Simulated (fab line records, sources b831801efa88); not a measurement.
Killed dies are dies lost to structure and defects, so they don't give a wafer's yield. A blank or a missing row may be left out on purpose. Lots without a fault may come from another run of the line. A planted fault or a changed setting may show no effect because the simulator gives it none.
fab line records | flow gf180mcu
record lots=6 wafers=18 last_day=34
route steps=602 shown V1@351 M2@362
lots that met no fault: from a run of the same line without faults
start_h: hours from the record's first day to the start of the lot's first wafer shown | wait_h: hours since the lot's step before | " the same as in the row above | L1.1+2: a row that stands for several wafers | - no value, or no start given | * or withheld: withheld | < > ~ a bound
route shown NAME@n: a module of which the file shows steps, and the number in the route of the first | usual: mean/standard deviation of fault-free wafers | same: alike in all rows | chamber/n: place in a boat | sites: the reading at each site | _std_site: their standard deviation | _edge_site: outer sites' mean less inner sites' | radius_mm: how far each site lies from the wafer's centre | mask NAME#n: copy n | behind: the tool/chamber that last shaped the wafer | hold: why the lot was held/for how many hours/how that ended | device: the transistor (n, p or np) that didn't switch | end of line: the same wafers' tests at the end of the route | a step without rows: its recipe alone | killed: dies lost to structure and defects at the first sort, not the wafer's yield | map: a wafer's dies, x killed, . not, _ none there
set.NAME: the setting as run; set.NAME@STEP: as run at that earlier step | model.NAME: the simulator's own value behind a step, which no gauge read
lots at some steps of the route; a table a step, a row a wafer
services: from which hour (start_h, from the record's first day; less than 0 if before it) a tool's chamber was out of use, for how many hours, and why
## steps
# step GF_V1_ETCH_16
# recipe chemistry=N2/H2 target_depth_a=withheld overetch_a=withheld time_s=withheld target=BARC ion_energy_ev=200 source_w=500 bias_w=100 pressure_mtorr=30 n2_flow_sccm=100 h2_flow_sccm=200
# step GF_V1_ETCH_17
# recipe chemistry=C4F8/O2/Ar mask_material=KrF target=SiO2 stop_on=TiN source_w=1500 bias_w=1200 pressure_mtorr=40 c4f8_flow_sccm=withheld O2_flow_sccm=6 Ar_flow_sccm=300 time_s=withheld target_depth_a=6300
# step GF_V1_STRIP_18
# recipe chemistry=O2/N2 power_w=1400 pressure_mtorr=1500 platen_temp_c=250 o2_flow_sccm=3000 n2_flow_sccm=300 overash_fraction=0.5
# step GF_V1_STRIP_19
# recipe chemistry=post_etch_residue_remover time_s=1200 temp_c=72.5
# step GF_V1_CLEAN_20
# recipe chemistry=DIW dry=n2_spin
# step GF_V1_SPUTTER_21
# recipe material=Ti target_thk_nm=15 chamber_pressure_pa=5 power_w=2500 substrate_temp_c=200 time_s=80.02
# step GF_V1_SPUTTER_22
# recipe material=TiN target_thk_nm=10 chamber_pressure_pa=5 power_w=4000 time_s=40
# usual cathode_dc_power_W=4000.0/0.68 chamber_pressure_pa=4.999/0.0095 throttle_valve_pct=30.1/1
# columns lot.wafer tool chamber start_h wait_h cathode_dc_power_W chamber_pressure_pa throttle_valve_pct
L122.2 pvd_sputter-03 - 429.63 0.0 4000.8 4.990 30.4
L122.3 " - " " 4000.6 5.000 31.5
L122.6 " - " " 3998.1 5.007 29.2
L126.4 pvd_sputter-02 - 464.11 0.0 4001.1 4.979 30.3
L126.5 " - " " 4000.2 5.006 29.0
L126.6 " - " " 3999.8 5.000 29.4
L134.2 pvd_sputter-03 - 543.91 0.0 3998.9 4.997 29.4
L134.5 " - " " 4000.1 4.992 31.6
L134.6 " - " " 4001.1 5.009 30.4
L135.1 pvd_sputter-01 - 548.96 0.0 4000.2 5.018 30.3
L135.3 " - " " 3999.0 4.997 31.6
L135.6 " - " " 4000.3 5.000 32.8
L139.2 pvd_sputter-02 - 580.72 0.0 4000.4 5.010 29.5
L139.4 " - " " 4001.2 5.010 28.9
L139.6 " - " " 4000.0 4.997 29.6
L142.1 pvd_sputter-03 - 595.75 0.0 4000.3 5.005 29.7
L142.2 " - " " 3999.9 5.004 29.3
L142.3 " - " " 4000.0 5.006 31.6
# step GF_V1_CVD_23
# recipe material=W target_thk_nm=350 time_s=105.05 temp_c=400 pressure_torr=40
# usual heater_power_w=854/87
# columns lot.wafer tool chamber start_h wait_h heater_power_w
L122.2 cvd_w-01 1 429.67 0.0 714
L122.3 " 1 " " 735
L122.6 " 1 " " 732
L126.4 cvd_w-01 0 464.19 0.1 890
L126.5 " 1 " " 725
L126.6 " 0 " " 881
L134.2 cvd_w-02 1 543.95 0.0 854
L134.5 " 0 " " 965
L134.6 " 1 " " 850
L135.1 cvd_w-02 0 549.00 0.0 981
L135.3 " 1 " " 838
L135.6 " 1 " " 839
L139.2 cvd_w-01 0 580.76 0.0 913
L139.4 " 1 " " 726
L139.6 " 1 " " 722
L142.1 cvd_w-01 0 595.79 0.0 863
L142.2 " 1 " " 709
L142.3 " 0 " " 879
# step GF_V1_RS_MEAS_24
# recipe thk_meas_gauge=four-point-probe reads=W_of_V1_CVD_23+TiN_of_V1_SPUTTER_22+Ti_of_V1_SPUTTER_21
# usual V1_W_RS=0.3254/0.0028
# columns lot.wafer tool chamber start_h wait_h V1_W_RS[ohm/sq]
L122.2 film_metro-03 - 429.80 0.1 0.3269
L122.3 " - " " 0.3308
L122.6 " - " " 0.3261
L126.4 film_metro-01 - 464.32 0.1 0.3272
L126.5 " - " " 0.3284
L126.6 " - " " 0.3266
L134.2 film_metro-02 - 544.08 0.1 0.3272
L134.5 " - " " 0.3299
L134.6 " - " " 0.3271
L135.1 film_metro-01 - 549.11 0.1 0.3243
L135.3 " - " " 0.3309
L135.6 " - " " 0.3226
L139.2 film_metro-01 - 580.89 0.1 0.3247
L139.4 " - " " 0.3239
L139.6 " - " " 0.3234
L142.1 film_metro-01 - 595.90 0.1 0.3214
L142.2 " - " " 0.3306
L142.3 " - " " 0.3222
# step GF_V1_THK_MEAS_25
# recipe thk_meas_gauge=xrf reads=W_of_V1_CVD_23
# usual V1_W_THK=353/5.2
# columns lot.wafer tool chamber start_h wait_h V1_W_THK[nm]
L122.2 film_metro-03 - 429.91 0.1 354
L122.3 " - " " 350
L122.6 " - " " 354
L126.4 film_metro-01 - 464.41 0.1 348
L126.5 " - " " 348
L126.6 " - " " 348
L134.2 film_metro-02 - 544.19 0.1 356
L134.5 " - " " 351
L134.6 " - " " 356
L135.1 film_metro-01 - 549.23 0.1 345
L135.3 " - " " 341
L135.6 " - " " 349
L139.2 film_metro-01 - 581.00 0.1 347
L139.4 " - " " 351
L139.6 " - " " 348
L142.1 film_metro-01 - 596.02 0.1 349
L142.2 " - " " 340
L142.3 " - " " 347
# step GF_V1_CMP_26
# recipe stop_on=SiO2 down_force_psi=3.5 platen_rpm=60 t_overpolish_s=15 target_thk_nm=0 pad_velocity_m_s=0.94248
# usual motor_current_A=10.9/0.98 overpolish_run_s=15.001/0.0088 time_to_endpoint_s=84/4
# columns lot.wafer tool chamber start_h wait_h motor_current_A overpolish_run_s time_to_endpoint_s
L122.3 cmp-02 3 429.96 0.0 9.6 14.997 81
L122.2 " 2 " " 9.6 15.003 85
L122.6 " 0 " " 11.8 15.015 86
L126.4 cmp-01 3 464.49 0.1 12.0 15.023 88
L126.5 " 2 " " 10.1 15.009 91
L126.6 " 3 " " 12.4 15.018 89
L134.2 cmp-02 3 544.34 0.1 9.8 15.008 77
L134.6 " 1 " " 12.1 14.994 80
L134.5 " 2 " " 9.4 14.988 82
L135.3 cmp-01 3 549.29 0.0 12.1 14.989 85
L135.1 " 1 " " 12.0 15.025 80
L135.6 " 0 " " 10.6 15.005 87
L139.4 cmp-01 1 581.10 0.1 10.9 14.981 83
L139.2 " 3 " " 12.0 14.997 88
L139.6 " 1 " " 11.2 15.013 84
L142.1 cmp-01 0 596.08 0.1 10.3 15.016 91
L142.2 " 1 " " 11.5 15.006 83
L142.3 " 3 " " 12.3 15.004 87
# step GF_M2_SPUTTER_00
# recipe material=Ti target_thk_nm=37.5 arriving_ion_energy_ev=80 substrate_temp_c=200 chamber_pressure_pa=2 power_w=4000 time_s=150
# step GF_M2_SPUTTER_01
# recipe material=TiN target_thk_nm=30 power_w=6500 time_s=25.34 chamber_pressure_pa=0.4
# usual cathode_dc_power_W=6499.8/1.1 chamber_pressure_pa=0.4000/0.00079 throttle_valve_pct=30.5/1.1
# columns lot.wafer tool chamber start_h wait_h cathode_dc_power_W chamber_pressure_pa throttle_valve_pct
L122.2 pvd_sputter-02 - 430.36 0.1 6499.3 0.4014 29.0
L122.3 " - " " 6501.6 0.3986 29.8
L122.6 " - " " 6499.3 0.4004 29.8
L126.4 pvd_sputter-04 - 464.84 0.1 6500.0 0.3996 29.0
L126.5 " - " " 6499.4 0.4000 29.2
L126.6 " - " " 6498.6 0.4012 31.0
L134.2 pvd_sputter-01 - 544.64 0.1 - - -
L134.5 " - " " - - -
L134.6 " - " " - - -
L135.1 pvd_sputter-02 - 549.69 0.1 - - -
L135.3 " - " " - - -
L135.6 " - " " - - -
L139.2 pvd_sputter-01 - 581.45 0.1 6499.3 0.4013 32.6
L139.4 " - " " 6499.9 0.3999 31.8
L139.6 " - " " 6499.1 0.3994 32.7
L142.1 pvd_sputter-04 - 596.48 0.1 6498.4 0.3994 29.6
L142.2 " - " " 6500.9 0.4000 29.2
L142.3 " - " " 6499.0 0.3998 30.8
# step GF_M2_SPUTTER_02
# recipe material=AlCu target_thk_nm=450 power_w=10600 time_s=23.9 chamber_pressure_pa=0.4
# usual cathode_dc_power_W=10600/2.2 chamber_pressure_pa=0.4001/0.00074 throttle_valve_pct=30.5/1.1
# columns lot.wafer tool chamber start_h wait_h cathode_dc_power_W chamber_pressure_pa throttle_valve_pct
L122.2 pvd_sputter-02 - 430.39 0.0 10604 0.4004 28.8
L122.3 " - " " 10602 0.3995 30.0
L122.6 " - " " 10599 0.3993 30.0
L126.4 pvd_sputter-04 - 464.87 0.0 10599 0.3993 29.0
L126.5 " - " " 10602 0.3998 29.2
L126.6 " - " " 10601 0.4013 30.9
L134.2 pvd_sputter-01 - 544.67 0.0 10599 0.4009 31.8
L134.5 " - " " 10599 0.3989 30.4
L134.6 " - " " 10604 0.3996 29.8
L135.1 pvd_sputter-02 - 549.72 0.0 10602 0.4001 30.0
L135.3 " - " " 10600 0.4004 30.4
L135.6 " - " " 10600 0.3999 29.3
L139.2 pvd_sputter-01 - 581.48 0.0 10602 0.4008 32.4
L139.4 " - " " 10598 0.4000 31.8
L139.6 " - " " 10599 0.4010 32.4
L142.1 pvd_sputter-04 - 596.51 0.0 10601 0.3990 29.3
L142.2 " - " " 10601 0.4004 29.2
L142.3 " - " " 10603 0.4004 31.1
# step GF_M2_SPUTTER_03
# recipe material=Ti target_thk_nm=10 substrate_temp_c=300 chamber_pressure_pa=0.3 power_w=3000 time_s=6.7
# step GF_M2_SPUTTER_04
# recipe material=TiN target_thk_nm=50 power_w=6500 time_s=41.7 chamber_pressure_pa=0.4
# usual cathode_dc_power_W=6500.0/1.2 chamber_pressure_pa=0.3999/0.00075 throttle_valve_pct=30.5/1.1
# columns lot.wafer tool chamber start_h wait_h cathode_dc_power_W chamber_pressure_pa throttle_valve_pct
L122.2 pvd_sputter-02 - 430.44 0.0 6499.3 0.3991 28.9
L122.3 " - " " 6500.3 0.3992 29.8
L122.6 " - " " 6500.8 0.3984 29.9
L126.4 pvd_sputter-04 - 464.92 0.0 6501.6 0.4015 29.5
L126.5 " - " " 6500.8 0.4011 29.1
L126.6 " - " " 6500.9 0.3998 30.9
L134.2 pvd_sputter-01 - 544.72 0.0 6498.9 0.4008 31.5
L134.5 " - " " 6498.9 0.3983 30.2
L134.6 " - " " 6498.2 0.3985 29.7
L135.1 pvd_sputter-02 - 549.77 0.0 6500.2 0.3995 29.8
L135.3 " - " " 6501.9 0.3995 30.4
L135.6 " - " " 6501.2 0.3997 29.5
L139.2 pvd_sputter-01 - 581.53 0.0 6500.4 0.3997 32.4
L139.4 " - " " 6499.5 0.4008 31.5
L139.6 " - " " 6502.0 0.3998 32.5
L142.1 pvd_sputter-04 - 596.56 0.0 6499.3 0.4007 29.7
L142.2 " - " " 6501.5 0.4005 29.4
L142.3 " - " " 6499.3 0.4001 30.8
# step GF_M2_DEHYDRATE_07
# recipe temp_c=200 time_s=60
# step GF_M2_HMDS_08
# recipe prime_time_s=60 prime_temp_c=120
# step GF_M2_COAT_09
# recipe resist=KrF spin_rpm=withheld resist_thk_nm=1000
# step GF_M2_SOFTBAKE_10
# recipe temp_c=130 time_s=60 resist=KrF
# step GF_M2_EXPOSE_11
# recipe mask_id=Metal2 target_cd_nm=280 na=0.68 source_shape=conventional sigma_outer=0.6 dose_mj=28
# step GF_M2_PEB_12
# recipe peb_temp_c=135 peb_time_s=90 resist=KrF
# step GF_M2_DEVELOP_13
# recipe develop_time_s=60 dev_temp_c=21
# step GF_M2_CD_MEAS_14
# recipe target_cd_nm=280
# usual cd_nm=280.0/1.3
# columns lot.wafer tool chamber start_h wait_h cd_nm
L122.2 cd_sem-01 - 454.21 0.1 280.5
L122.3 " - " " 281.4
L122.6 " - " " 282.7
L126.4 cd_sem-01 - 488.85 0.1 280.7
L126.5 " - " " 280.5
L126.6 " - " " 280.9
L134.2 cd_sem-01 - 566.49 0.1 279.9
L134.5 " - " " 280.5
L134.6 " - " " 278.3
L135.1 cd_sem-01 - 571.79 0.1 281.1
L135.3 " - " " 280.2
L135.6 " - " " 280.1
L139.2 cd_sem-02 - 602.67 0.1 277.4
L139.4 " - " " 278.5
L139.6 " - " " 277.3
L142.1 cd_sem-02 - 617.80 0.1 281.2
L142.2 " - " " 280.6
L142.3 " - " " 280.7
# step GF_M2_OVL_MEAS_15
# usual M2_OVL=0/4.8
# columns lot.wafer tool chamber start_h wait_h M2_OVL[nm]
L122.2 overlay-01 - 454.32 0.1 2
L122.3 " - " " -2
L122.6 " - " " 2
L126.4 overlay-02 - 488.93 0.1 -4
L126.5 " - " " -2
L126.6 " - " " -11
L134.2 overlay-01 - 566.59 0.1 10
L134.5 " - " " -5
L134.6 " - " " 2
L135.1 overlay-01 - 571.91 0.1 5
L135.3 " - " " 8
L135.6 " - " " -2
L139.2 overlay-01 - 602.77 0.1 0
L139.4 " - " " -5
L139.6 " - " " 0
L142.1 overlay-01 - 617.92 0.1 -3
L142.2 " - " " 4
L142.3 " - " " -1
# step GF_M2_METAL_ETCH_16
# recipe chemistry=Cl2/BCl3 mask_material=KrF target_depth_nm=627.5 stop_on=SiO2 pressure_mtorr=8 icp_w=800 bias_w=140 Cl2_flow_sccm=80 bcl3_flow_sccm=40 time_s=104.6
# usual drypump_motor_current_A=5.7/0.41 oes_product_au=0.971/0.007 throttle_valve_pct=28.252/0.01
# columns lot.wafer tool chamber start_h wait_h drypump_motor_current_A oes_product_au rf_hours_counter_h throttle_valve_pct
L122.2 rie_metal-03 0 454.35 0.0 5.3 0.972 9 28.255
L122.3 " 1 " " 6.0 0.978 - 28.267
L122.6 " 1 " " 6.0 0.966 - 28.241
L126.4 rie_metal-03 1 488.98 0.0 5.9 0.981 - 28.228
L126.5 " 0 " " 5.3 0.975 - 28.246
L126.6 " 1 " " 5.9 0.965 - 28.243
L134.2 rie_metal-03 1 566.62 0.0 5.9 0.951 4 28.282
L134.5 " 1 " " 5.9 0.948 - 28.269
L134.6 " 0 " " 5.3 0.938 - 28.282
L135.1 rie_metal-01 0 571.95 0.0 5.3 0.947 1 28.265
L135.3 " 0 " " 5.3 0.943 - 28.284
L135.6 " 0 " " 5.3 0.948 - 28.282
L139.2 rie_metal-01 0 602.80 0.0 5.3 0.976 2 28.221
L139.4 " 1 " " 5.4 0.977 - 28.237
L139.6 " 0 " " 5.3 0.982 - 28.251
L142.1 rie_metal-03 0 617.95 0.0 5.3 0.957 2 28.260
L142.2 " 1 " " 5.9 0.966 5 28.258
L142.3 " 0 " " 5.3 0.966 - 28.254
# step GF_M2_STRIP_17
# recipe chemistry=O2/N2 power_w=1400 pressure_mtorr=1500 platen_temp_c=250 o2_flow_sccm=3000 n2_flow_sccm=300 overash_fraction=0.5
## services
# columns tool chamber start_h hours kind
cmp-01 - 409.18 4.0 pm
cmp-02 - 411.24 0.7 repair
pvd_sputter-01 - 414.27 3.9 repair
cmp-01 - 420.62 2.1 repair
rie_metal-01 - 427.49 0.3 repair
pvd_sputter-03 - 434.39 8.3 repair
cmp-02 - 436.00 0.7 repair
cmp-01 - 437.73 7.4 repair
pvd_sputter-03 - 439.50 8.5 repair
pvd_sputter-01 1 441.81 - consumable_replace:kit
pvd_sputter-01 1 441.81 18.0 scheduled_down
pvd_sputter-01 - 460.43 3.0 repair
cmp-02 - 463.01 13.7 repair
cmp-02 - 468.51 0.4 repair
cvd_w-01 1 499.09 18.2 repair
cvd_w-02 - 506.81 6.9 pm
cmp-02 - 507.28 9.1 repair
cvd_w-02 - 522.50 0.9 repair
rie_metal-01 1 552.93 1.5 repair
cvd_w-02 1 553.61 9.6 repair
cmp-02 - 572.55 4.0 pm
pvd_sputter-04 - 577.63 2.6 repair
cmp-01 - 579.75 1.1 repair
cmp-02 - 580.83 12.1 pm
## key
first_sign step=GF_M2_SPUTTER_01 reading=tool_record direction=missing
effect step=GF_M2_METAL_ETCH_16 reading=oes_product_au direction=down sigmas=3.6 usual=0.971 struck=0.946
met_at GF_M2_SPUTTER_01
struck_wafers L134.2,L134.5,L134.6,L135.1,L135.3,L135.6
later_rows_left_out L134.2,L134.5,L134.6,L135.1,L135.3,L135.6
sort_left_out L134.2,L134.5,L134.6,L135.1,L135.3,L135.6
onset_between 430.36 544.64
fault kind=skipped_step_whole tool=pvd_sputter-01,pvd_sputter-02 chamber=- onset_h=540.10 steps=GF_M2_SPUTTER_01 scope=struck_lots_only
# sort_left_out: the simulated sort isn't trusted on such a fault, so these wafers' sort isn't shown, and their yield isn't known
# later_rows_left_out: the simulator's readings of these wafers behind a module that went badly wrong aren't trusted and aren't shown, but for the sort
